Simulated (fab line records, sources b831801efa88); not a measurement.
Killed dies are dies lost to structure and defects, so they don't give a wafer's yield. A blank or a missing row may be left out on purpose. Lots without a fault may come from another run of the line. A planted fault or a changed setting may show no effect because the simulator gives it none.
Chamber matching | flow gf180mcu | GF_V4_CVD_02 on pecvd-02: 3 sister chambers
The step deposits SiO2 from TEOS, target thk 850 nm, time 94.851 s. 6 wafers are shown with their chamber, then 8 later ones without.

WAFERS WITH THEIR CHAMBER
wafer  | chamber | heater_power_w (W)
L078.4 | 1       | 634
L085.6 | 1       | 661
L087.6 | 0       | 596
L088.1 | 0       | 638
L088.4 | 2       | 602
L092.1 | 2       | 618

WAFERS WITHOUT THEIR CHAMBER
wafer  | heater_power_w (W)
L092.3 | 612
L092.4 | 682
L094.1 | 763
L094.2 | 653
L094.6 | 675
L097.2 | 600
L097.3 | 662
L097.6 | 511

WHICH CHAMBER EACH WENT THROUGH
wafer  | from the rows above          | in truth
L092.3 | can't be placed: 2 or 0 or 1 | 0
L092.4 | can't be placed: 1 or 0 or 2 | 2
L094.1 | can't be placed: 1 or 0 or 2 | 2
L094.2 | can't be placed: 1 or 0 or 2 | 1
L094.6 | can't be placed: 1 or 0 or 2 | 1
L097.2 | can't be placed: 2 or 0 or 1 | 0
L097.3 | can't be placed: 1 or 0 or 2 | 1
L097.6 | can't be placed: 2 or 0 or 1 | 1
Placed correctly: 0 of 8. Can't be placed from these rows: 8 (the true chamber is among the candidates in 8). Placed wrongly: 0.
How it was worked out, from the rows above alone: a wafer's distance from a chamber is the root of the sum, over the readings, of the square of ((its reading less the chamber's mean) divided by the reading's scatter). The wafer belongs to the nearest chamber; if the next one is less than 2 further off, it can't be placed. A chamber's mean is the mean of its shown wafers. The scatter: the root of (the sum of the squares of (reading less its chamber's mean) over the shown wafers, divided by (wafers less chambers)).
